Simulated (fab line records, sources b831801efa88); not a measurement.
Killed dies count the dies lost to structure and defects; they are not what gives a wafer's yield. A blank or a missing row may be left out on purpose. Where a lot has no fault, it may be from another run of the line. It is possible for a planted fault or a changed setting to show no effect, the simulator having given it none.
8D (eight disciplines) problem report, filled in by code / flow gf180mcu / the parts of the form that need people (team, actions taken, sign-off) are left out

## 1. THE ISSUE
Wafers free of any fault read 1564 (standard deviation 11) for NWELL_TW at GF_NWELL_TW_MEAS_11, against a mean of 1637 on 6 wafers of 2 lots. Measured from the usual mean, that is +6.7 standard deviations.
First observed at day 7 05:36: wafer L565.2, on film-metro-01. At this step, 36 wafers from 12 lots have a number in the record. The rule behind "out" and "out of limits": a value lying over 4 standard deviations away from the usual mean. The rest of the wafers with a number are treated as sound.

## 2. WHAT IT IS AND WHAT IT IS NOT
question=which readings at this step | is=NWELL_TW | is not=-
question=which lots | is=L565, L567 | is not=L548, L552, L553, L555, L556, L557, L558, L568, L569, L571
question=which wafers of those lots | is=all that have a number | is not=-
question=read on which gauges | is=film-metro-01 | is not=film-metro-03, film-metro-04
question=when | is=from day 7 05:36 | is not=up to then (21 sound wafers); but 9 sound wafers of L568, L569, L571 came after

## 3. THE SUSPECTS, EACH WITH WHAT RULES IT OUT
Counting: a tool at any process step up to the reading remains a suspect when it ran all the lots that are out and ran no sound lot after the first of those.
- the gauge at GF_NWELL_TW_MEAS_11 is ruled out. All the wafers that are out were read on film-metro-01, but those of them that GF_NWELL_IMPLANT_09 has rows for are out there too, on other tools.
- implanter-03 at GF_NWELL_IMPLANT_09: kept. It ran every lot that is out, first L565 (day 7 05:22), and no sound lot after that; its last sound lot up to then is L558 (day 5 14:52). On those wafers its own readings are out: dose-ions-cm2, faraday-current-uA.
The count leaves implanter-03 at GF_NWELL_IMPLANT_09.

## 4. THE CAUSE (what the simulator had put in)
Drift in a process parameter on implanter-03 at GF_NWELL_IMPLANT_09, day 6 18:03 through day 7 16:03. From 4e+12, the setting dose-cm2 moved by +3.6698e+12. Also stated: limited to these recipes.
The count eliminated every tool but this one.

## 5. THE CHAIN OF EFFECTS, in route order
One row per reading whose mean, taken over the struck wafers that have a number, lies over 3 standard deviations from the usual. Only readings for which the record gives a usual standard deviation are gone through. hours: the time from each lot's start at the first step in this table that gives one to its start at this step, as a median over the lots. sigmas: the change in usual standard deviations.
hours=0; step=GF_NWELL_IMPLANT_09; reading=dose-ions-cm2; usual=4.001e+12; on struck wafers=7.670e+12; change=+3.669e+12; sigmas=+99 or more
hours=0; step=GF_NWELL_IMPLANT_09; reading=faraday-current-uA; usual=22.6; on struck wafers=43.3; change=+20.7; sigmas=+44
hours=0; step=GF_NWELL_TW_MEAS_11; reading=NWELL_TW; usual=1564; on struck wafers=1637; change=+73; sigmas=+6.7
hours=126; step=GF_VT_IMPLANT_RS_MEAS_47; reading=NWELL_RS; usual=488.0 ohm/sq; on struck wafers=434.5; change=-53.5; sigmas=-49
Process steps it contains:
- GF_NWELL_IMPLANT_09
Later measuring or inspecting steps at which every struck wafer that the step has a row for has a number for every such reading, and none has moved that far: GF_MVPSD_TW_MEAS_11.

## 6. WHAT WOULD HAVE CAUGHT IT SOONER
The first out-of-limits reading at a measuring or inspecting step in this record came at day 7 05:36, 12 hours after the fault's start at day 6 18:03.
Tool's own readings at GF_NWELL_IMPLANT_09, dose-ions-cm2, faraday-current-uA: out on all struck wafers the step has rows for; an alarm limit on them would have tripped on the first.
L567, from the lots that are out (2), started GF_NWELL_IMPLANT_09 on implanter-03 later than day 7 05:36. Holding the tool at that time would have saved it.
